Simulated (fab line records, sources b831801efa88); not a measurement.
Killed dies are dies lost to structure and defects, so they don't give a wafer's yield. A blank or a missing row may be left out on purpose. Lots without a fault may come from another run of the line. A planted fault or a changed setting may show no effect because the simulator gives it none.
fab line records | flow sky130 | part 1 of 2: steps 1 to 42 of 43
record lots=6 wafers=18 last_day=50
route steps=708 shown METAL1@441 VIA1@458 PAD_OPEN@708
lots that met no fault: from a run of the same line without faults
start_h: hours from the record's first day to the start of the lot's first wafer shown | wait_h: hours since the lot's step before | " the same as in the row above | L1.1+2: a row that stands for several wafers | - no value, or no start given | * or withheld: withheld | < > ~ a bound
route shown NAME@n: a module of which the file shows steps, and the number in the route of the first | usual: mean/standard deviation of fault-free wafers | same: alike in all rows | chamber/n: place in a boat | sites: the reading at each site | _std_site: their standard deviation | _edge_site: outer sites' mean less inner sites' | radius_mm: how far each site lies from the wafer's centre | mask NAME#n: copy n | behind: the tool/chamber that last shaped the wafer | hold: why the lot was held/for how many hours/how that ended | device: the transistor (n, p or np) that didn't switch | end of line: the same wafers' tests at the end of the route | a step without rows: its recipe alone | killed: dies lost to structure and defects at the first sort, not the wafer's yield | map: a wafer's dies, x killed, . not, _ none there
set.NAME: the setting as run; set.NAME@STEP: as run at that earlier step | model.NAME: the simulator's own value behind a step, which no gauge read
lots at some steps of the route; a table a step, a row a wafer
services: from which hour (start_h, from the record's first day; less than 0 if before it) a tool's chamber was out of use, for how many hours, and why
## steps
# step SKY_METAL1_DEHYDRATE_07
# recipe temp_c=200 time_s=60
# step SKY_METAL1_HMDS_08
# recipe prime_time_s=60 prime_temp_c=120
# step SKY_METAL1_COAT_09
# recipe resist=BARC temp_c=withheld time_s=withheld spin_rpm=3000 resist_thk_nm=60
# step SKY_METAL1_COAT_10
# recipe resist=KrF-thick spin_rpm=3000 resist_thk_nm=450
# step SKY_METAL1_SOFTBAKE_11
# recipe temp_c=100 time_s=90 resist=KrF-thick
# step SKY_METAL1_EXPOSE_12
# recipe mask_id=MM1 na=0.8 source_shape=annular sigma_inner=0.55 sigma_outer=0.85 target_cd_nm=140 dose_mj=28
# step SKY_METAL1_PEB_13
# recipe peb_temp_c=withheld peb_time_s=withheld resist=KrF-thick
# step SKY_METAL1_DEVELOP_14
# recipe develop_time_s=60 resist=KrF-thick dev_temp_c=21
# step SKY_METAL1_CD_MEAS_15
# recipe target_cd_nm=140
# usual cd_nm=139.6/1.6
# columns lot.wafer tool chamber start_h wait_h cd_nm
L713.3 cd_sem-01 - 758.45 - 140.2
L713.4 " - " " 139.7
L713.6 " - " " 141.1
L715.3 cd_sem-02 - 782.64 - 142.1
L715.5 " - " " 141.5
L715.6 " - " " 141.5
L716.1 cd_sem-01 - 787.88 - 140.8
L716.2 " - " " 138.6
L716.4 " - " " 140.6
L722.1 cd_sem-01 - 846.03 - 138.4
L722.2 " - " " 140.8
L722.5 " - " " 140.5
L734.1 cd_sem-02 - 914.40 - 143.3
L734.4 " - " " 142.9
L734.5 " - " " 142.2
L735.2 cd_sem-01 - 922.78 - 139.9
L735.4 " - " " 140.7
L735.6 " - " " 139.3
# step SKY_METAL1_OVL_MEAS_16
# usual METAL1_OVL=3/5.2
# columns lot.wafer tool chamber start_h wait_h METAL1_OVL[nm]
L713.3 overlay-02 - 758.56 0.1 8
L713.4 " - " " 8
L713.6 " - " " 12
L715.3 overlay-02 - 782.73 0.1 3
L715.5 " - " " 6
L715.6 " - " " 3
L716.1 overlay-02 - 788.00 0.1 -3
L716.2 " - " " -6
L716.4 " - " " -5
L722.1 overlay-02 - 846.15 0.1 1
L722.2 " - " " 6
L722.5 " - " " 7
L734.1 overlay-01 - 914.52 0.1 -2
L734.4 " - " " 3
L734.5 " - " " 2
L735.2 overlay-02 - 922.89 0.1 2
L735.4 " - " " 6
L735.6 " - " " 9
# step SKY_METAL1_DESCUM_17
# recipe chemistry=O2 source_power_w=150 bias_power_w=0 pressure_mtorr=10 temp_c=40 time_s=8
# step SKY_METAL1_ETCH_18
# recipe chemistry=N2/H2 target=BARC ion_energy_ev=200 bias_w=100 pressure_mtorr=30 n2_flow_sccm=100 h2_flow_sccm=200 icp_w=500 stop_on=SiO2 time_s=45.9 target_depth_a=600
# usual drypump_motor_current_A=5.7/0.37 oes_product_au=0.854/0.005 throttle_valve_pct=13.225/0.0096
# columns lot.wafer tool chamber start_h wait_h drypump_motor_current_A oes_product_au rf_hours_counter_h throttle_valve_pct
L713.3 rie_metal-01 0 758.69 0.1 5.8 0.860 - 13.215
L713.4 " 0 " " 5.8 0.862 - 13.215
L713.6 " 0 " " 5.8 0.857 - 13.227
L715.3 rie_metal-04 0 782.81 0.0 6.2 0.852 - 13.220
L715.5 " 0 " " 6.2 0.846 - 13.237
L715.6 " 1 " " 5.1 0.845 - 13.207
L716.1 rie_metal-01 1 788.07 0.0 5.3 0.864 10 13.229
L716.2 " 0 " " 5.8 0.862 13 13.218
L716.4 " 0 " " 5.8 0.850 - 13.217
L722.1 rie_metal-01 1 846.25 0.1 5.3 0.857 12 13.209
L722.2 " 1 " " 5.3 0.859 - 13.227
L722.5 " 1 " " 5.3 0.858 - 13.208
L734.1 rie_metal-04 1 914.59 0.0 5.1 0.856 11 13.248
L734.4 " 1 " " 5.1 0.863 - 13.223
L734.5 " 0 " " 6.2 0.855 - 13.228
L735.2 rie_metal-04 0 922.95 0.0 6.2 0.859 15 13.233
L735.4 " 1 " " 5.2 0.853 - 13.216
L735.6 " 1 " " 5.2 0.857 - 13.234
# step SKY_METAL1_METAL_ETCH_19
# recipe target_depth_a=3600 stop_on=SiO2 over_etch_frac=0.3 time_s=78 chemistry=Cl2/BCl3 resist_sidewall_deg=88 pressure_mtorr=10 icp_w=900 bias_w=48.5 Cl2_flow_sccm=60 bcl3_flow_sccm=30
# usual drypump_motor_current_A=5.7/0.37 oes_product_au=0.854/0.006 throttle_valve_pct=22.265/0.0096
# columns lot.wafer tool chamber start_h wait_h drypump_motor_current_A oes_product_au rf_hours_counter_h throttle_valve_pct
L713.3 rie_metal-01 0 758.83 0.1 5.8 0.842 - 22.263
L713.4 " 0 " " 5.8 0.841 - 22.263
L713.6 " 0 " " 5.8 0.851 - 22.267
L715.3 rie_metal-04 0 782.88 0.1 6.2 0.865 - 22.244
L715.5 " 0 " " 6.2 0.849 - 22.266
L715.6 " 1 " " 5.1 0.851 - 22.272
L716.1 rie_metal-01 1 788.14 0.0 5.3 0.854 10 22.272
L716.2 " 0 " " 5.8 0.859 13 22.265
L716.4 " 0 " " 5.8 0.862 - 22.267
L722.1 rie_metal-01 1 846.38 0.1 5.3 0.866 12 22.271
L722.2 " 1 " " 5.3 0.856 - 22.274
L722.5 " 1 " " 5.2 0.859 - 22.272
L734.1 rie_metal-04 1 914.65 0.0 5.2 0.853 11 22.266
L734.4 " 1 " " 5.1 0.856 - 22.278
L734.5 " 0 " " 6.2 0.850 - 22.243
L735.2 rie_metal-04 0 923.02 0.0 6.2 0.848 15 22.256
L735.4 " 1 " " 5.2 0.855 - 22.259
L735.6 " 1 " " 5.1 0.849 - 22.270
# step SKY_METAL1_STRIP_20
# recipe chemistry=O2/N2 power_w=1400 pressure_mtorr=1500 platen_temp_c=withheld o2_flow_sccm=3000 n2_flow_sccm=300 overash_fraction=0.5
# usual drypump_motor_current_A=5.7/0.45 oes_product_au=0.343/0.0051 strip_time_to_endpoint_s=2.71/0.035
# columns lot.wafer tool chamber start_h wait_h drypump_motor_current_A oes_product_au rf_hours_counter_h strip_time_to_endpoint_s
L713.3 plasma_asher-03 1 758.98 0.1 5.9 0.338 - 2.68
L713.4 " 0 " " 5.0 0.340 - 2.69
L713.6 " 0 " " 4.9 0.354 - 2.69
L715.3 plasma_asher-01 1 782.98 0.1 6.1 0.349 - 2.68
L715.5 " 0 " " 5.7 0.341 - 2.69
L715.6 " 1 " " 6.1 0.345 - 2.69
L716.1 plasma_asher-03 0 788.23 0.1 5.0 0.344 93 2.73
L716.2 " 1 " " 5.8 0.341 93 2.69
L716.4 " 0 " " 5.0 0.333 - 2.69
L722.1 plasma_asher-01 1 846.56 0.1 6.1 0.346 10 2.74
L722.2 " 0 " " 5.7 0.348 10 2.75
L722.5 " 1 " " 6.1 0.337 - 2.73
L734.1 plasma_asher-03 0 914.74 0.1 5.0 0.344 106 2.75
L734.4 " 0 " " 5.0 0.351 - 2.74
L734.5 " 0 " " 5.0 0.342 - 2.74
L735.2 plasma_asher-02 0 923.11 0.1 6.3 0.341 49 2.72
L735.4 " 0 " " 6.2 0.343 - 2.76
L735.6 " 1 " " 5.4 0.345 - 2.71
# step SKY_METAL1_STRIP_21
# recipe chemistry=post_etch_residue_remover time_s=1200 temp_c=72.5
# step SKY_METAL1_CLEAN_22
# recipe chemistry=IPA time_s=180 temp_c=25
# step SKY_METAL1_CLEAN_23
# recipe chemistry=O3/DIW dry=n2_spin
# step SKY_VIA1_HDPCVD_00
# recipe material=SiO2 target_thk_nm=1030 sigma_open_frac=0.3 time_s=171.7 temp_c=400 sih4_flow_sccm=60 pressure_mtorr=6
# step SKY_VIA1_THK_MEAS_01
# recipe reads=SiO2_of_VIA1_HDPCVD_00
# usual VIA1_HDPCVD_THK=1036/12
# columns lot.wafer tool chamber start_h wait_h VIA1_HDPCVD_THK[nm]
L713.3 film_metro-01 - 759.69 0.1 1030
L713.4 " - " " 1030
L713.6 " - " " 1026
L715.3 film_metro-04 - 783.72 0.1 1034
L715.5 " - " " 1036
L715.6 " - " " 1025
L716.1 film_metro-01 - 788.94 0.1 1047
L716.2 " - " " 1053
L716.4 " - " " 1042
L722.1 film_metro-01 - 847.26 0.1 1018
L722.2 " - " " 1024
L722.5 " - " " 1036
L734.1 film_metro-01 - 915.51 0.1 1039
L734.4 " - " " 1036
L734.5 " - " " 1035
L735.2 film_metro-02 - 924.22 0.4 1034
L735.4 " - " " 1042
L735.6 " - " " 1041
# step SKY_VIA1_CMP_02
# recipe material=SiO2 down_force_psi=4 platen_rpm=60 pad_velocity_m_s=0.94248
# usual motor_current_A=12.3/0.99 retaining_ring_pressure_frac=1.000/0.0048
# columns lot.wafer tool chamber start_h wait_h motor_current_A retaining_ring_pressure_frac
L713.4 cmp-02 2 759.78 0.1 13.1 1.004
L713.3 " 3 " " 12.3 1.005
L713.6 " 1 " " 13.1 1.008
L715.3 cmp-02 0 783.91 0.2 11.5 0.998
L715.6 " 1 " " 13.1 1.002
L715.5 " 2 " " 12.8 1.006
L716.4 cmp-01 2 789.00 0.0 11.6 0.992
L716.1 " 3 " " 10.6 1.003
L716.2 " 1 " " 10.6 0.993
L722.2 cmp-02 2 847.32 0.0 13.0 0.995
L722.1 " 0 " " 11.5 0.993
L722.5 " 2 " " 13.7 1.008
L734.1 cmp-01 1 915.67 0.1 10.9 0.998
L734.4 " 2 " " 11.6 1.013
L734.5 " 3 " " 10.7 1.005
L735.4 cmp-01 3 924.27 0.0 10.4 1.000
L735.2 " 2 " " 11.9 1.002
L735.6 " 0 " " 13.0 0.997
# step SKY_VIA1_BOW_MEAS_03
# recipe mode=bow
# usual VIA1_BOW=81/6.8
# columns lot.wafer tool chamber start_h wait_h VIA1_BOW[um]
L713.3 film_metro-01 - 760.07 0.2 92
L713.4 " - " " 76
L713.6 " - " " 95
L715.3 film_metro-01 - 784.10 0.1 83
L715.5 " - " " 83
L715.6 " - " " 66
L716.1 film_metro-02 - 789.30 0.2 79
L716.2 " - " " 78
L716.4 " - " " 72
L722.1 film_metro-04 - 847.62 0.1 84
L722.2 " - " " 81
L722.5 " - " " 83
L734.1 film_metro-04 - 915.87 0.1 101
L734.4 " - " " 86
L734.5 " - " " 75
L735.2 film_metro-02 - 924.59 0.1 75
L735.4 " - " " 84
L735.6 " - " " 78
# step SKY_VIA1_DEHYDRATE_04
# recipe temp_c=200 time_s=60
# step SKY_VIA1_HMDS_05
# recipe prime_time_s=60 prime_temp_c=120
# step SKY_VIA1_COAT_06
# recipe resist=BARC temp_c=withheld time_s=withheld spin_rpm=3000 resist_thk_nm=60
# step SKY_VIA1_COAT_07
# recipe resist=KrF-thick spin_rpm=3000 resist_thk_nm=450
# step SKY_VIA1_SOFTBAKE_08
# recipe temp_c=100 time_s=90 resist=KrF-thick
# step SKY_VIA1_EXPOSE_09
# recipe mask_id=VIM na=0.8 source_shape=annular sigma_inner=0.55 sigma_outer=0.85 target_cd_nm=150 dose_mj=38
# step SKY_VIA1_PEB_10
# recipe peb_temp_c=withheld peb_time_s=withheld resist=KrF-thick
# step SKY_VIA1_DEVELOP_11
# recipe develop_time_s=60 resist=KrF-thick dev_temp_c=21
# step SKY_VIA1_CD_MEAS_12
# recipe target_cd_nm=150
# usual cd_nm=149.5/1.4
# columns lot.wafer tool chamber start_h wait_h cd_nm
L713.3 cd_sem-02 - 786.17 - 149.4
L713.4 " - " " 149.4
L713.6 " - " " 148.7
L715.3 cd_sem-02 - 810.25 - 151.0
L715.5 " - " " 148.8
L715.6 " - " " 149.5
L716.1 cd_sem-02 - 814.31 - 148.5
L716.2 " - " " 147.0
L716.4 " - " " 150.7
L722.1 cd_sem-02 - 873.84 - 148.5
L722.2 " - " " 148.1
L722.5 " - " " 149.8
L734.1 cd_sem-02 - 940.82 - 147.3
L734.4 " - " " 148.1
L734.5 " - " " 146.4
L735.2 cd_sem-02 - 948.56 - 148.8
L735.4 " - " " 149.6
L735.6 " - " " 147.3
# step SKY_VIA1_OVL_MEAS_13
# usual VIA1_OVL=1/5.9
# columns lot.wafer tool chamber start_h wait_h VIA1_OVL[nm]
L713.3 overlay-01 - 786.27 0.1 -7
L713.4 " - " " -9
L713.6 " - " " -2
L715.3 overlay-02 - 810.34 0.1 -1
L715.5 " - " " 6
L715.6 " - " " 7
L716.1 overlay-02 - 814.43 0.1 -2
L716.2 " - " " -1
L716.4 " - " " -4
L722.1 overlay-01 - 873.96 0.1 -5
L722.2 " - " " -10
L722.5 " - " " 2
L734.1 overlay-02 - 940.94 0.1 -3
L734.4 " - " " 4
L734.5 " - " " -1
L735.2 overlay-02 - 948.66 0.1 1
L735.4 " - " " 3
L735.6 " - " " 7
# step SKY_VIA1_ETCH_14
# recipe chemistry=N2/H2 target=BARC ion_energy_ev=200 source_w=500 bias_w=100 pressure_mtorr=30 n2_flow_sccm=100 h2_flow_sccm=200 stop_on=SiO2 time_s=45.9 target_depth_a=600
# step SKY_VIA1_ETCH_15
# recipe target=SiO2 chemistry=C4F8/O2/Ar target_depth_nm=351 stop_on=TiN mask_material=KrF-thick source_w=1500 bias_w=1200 pressure_mtorr=40 c4f8_flow_sccm=withheld O2_flow_sccm=6 Ar_flow_sccm=300 time_s=54
# usual oes_product_au=0.981/0.0067
# columns lot.wafer tool chamber start_h wait_h oes_product_au rf_hours_counter_h
L713.3 rie_diel-02 1 786.33 0.0 0.978 15
L713.4 " 0 " " 0.990 17
L713.6 " 0 " " 0.971 -
L715.3 rie_diel-02 0 810.41 0.0 0.986 18
L715.5 " 2 " " 0.982 -
L715.6 " 0 " " 0.983 -
L716.1 rie_diel-01 0 814.51 0.0 0.976 13
L716.2 " 2 " " 0.982 9
L716.4 " 3 " " 0.973 13
L722.1 rie_diel-02 1 874.03 0.0 0.984 18
L722.2 " 0 " " 0.971 20
L722.5 " 1 " " 0.974 -
L734.1 rie_diel-02 2 941.02 0.0 0.985 16
L734.4 " 2 " " 0.988 -
L734.5 " 1 " " 0.978 -
L735.2 rie_diel-01 1 948.73 0.0 0.994 21
L735.4 " 2 " " 0.979 -
L735.6 " 1 " " 0.981 -
# step SKY_VIA1_STRIP_16
# recipe chemistry=O2/N2 power_w=1400 pressure_mtorr=1500 platen_temp_c=withheld o2_flow_sccm=3000 n2_flow_sccm=300 overash_fraction=0.5
# step SKY_VIA1_STRIP_17
# recipe chemistry=post_etch_residue_remover time_s=1200 temp_c=72.5
# step SKY_VIA1_CLEAN_18
# recipe chemistry=IPA time_s=180 temp_c=25
# step SKY_VIA1_CLEAN_19
# recipe chemistry=O3/DIW dry=n2_spin
# step SKY_VIA1_SPUTTER_20
# recipe material=TiN target_thk_nm=20 chamber_pressure_pa=5 power_w=4000 time_s=80
# step SKY_VIA1_CVD_21
# recipe material=W target_thk_nm=270 time_s=80.902 temp_c=400 pressure_torr=40
# usual heater_power_w=870/79
# columns lot.wafer tool chamber start_h wait_h heater_power_w since_wet_clean_h
L713.3 cvd_w-01 1 787.10 0.1 995 -
L713.4 " 0 " " 913 -
L713.6 " 0 " " 906 -
L715.3 cvd_w-02 1 811.14 0.1 826 -
L715.5 " 0 " " 806 -
L715.6 " 1 " " 808 -
L716.1 cvd_w-02 1 815.21 0.0 803 411
L716.2 " 0 " " 793 411
L716.4 " 1 " " 819 -
L722.1 cvd_w-02 0 874.74 0.0 788 471
L722.2 " 1 " " 824 471
L722.5 " 0 " " 795 -
L734.1 cvd_w-01 1 941.72 0.0 908 24
L734.4 " 1 " " 904 -
L734.5 " 1 " " 903 -
L735.2 cvd_w-02 0 949.44 0.0 836 545
L735.4 " 1 " " 814 -
L735.6 " 1 " " 818 -
# step SKY_VIA1_RS_MEAS_22
# recipe thk_meas_gauge=four-point-probe reads=W_of_VIA1_CVD_21+TiN_of_VIA1_SPUTTER_20
# usual VIA1_W_RS=0.424/0.0073
# columns lot.wafer tool chamber start_h wait_h VIA1_W_RS[ohm/sq]
L713.3 film_metro-04 - 787.20 0.1 0.428
L713.4 " - " " 0.418
L713.6 " - " " 0.428
L715.3 film_metro-01 - 811.24 0.1 0.409
L715.5 " - " " 0.434
L715.6 " - " " 0.407
L716.1 film_metro-02 - 815.30 0.1 0.411
L716.2 " - " " 0.430
L716.4 " - " " 0.410
L722.1 film_metro-02 - 874.83 0.1 0.427
L722.2 " - " " 0.413
L722.5 " - " " 0.428
L734.1 film_metro-01 - 941.81 0.1 0.427
L734.4 " - " " 0.423
L734.5 " - " " 0.425
L735.2 film_metro-04 - 949.55 0.1 0.433
L735.4 " - " " 0.414
L735.6 " - " " 0.418
# step SKY_VIA1_THK_MEAS_23
# recipe thk_meas_gauge=xrf reads=W_of_VIA1_CVD_21
# usual VIA1_W_THK=265/5.1
# columns lot.wafer tool chamber start_h wait_h VIA1_W_THK[nm]
L713.3 film_metro-04 - 787.30 0.1 265
L713.4 " - " " 272
L713.6 " - " " 265
L715.3 film_metro-01 - 811.34 0.1 277
L715.5 " - " " 260
L715.6 " - " " 278
L716.1 film_metro-02 - 815.42 0.1 276
L716.2 " - " " 266
L716.4 " - " " 278
L722.1 film_metro-02 - 874.95 0.1 266
L722.2 " - " " 272
L722.5 " - " " 264
L734.1 film_metro-01 - 941.93 0.1 263
L734.4 " - " " 265
L734.5 " - " " 264
L735.2 film_metro-04 - 949.66 0.1 260
L735.4 " - " " 270
L735.6 " - " " 267
# step SKY_VIA1_CMP_24
# recipe stop_on=SiO2 t_overpolish_s=15 down_force_psi=3.5 platen_rpm=60 target_thk_nm=0 pad_velocity_m_s=0.94248
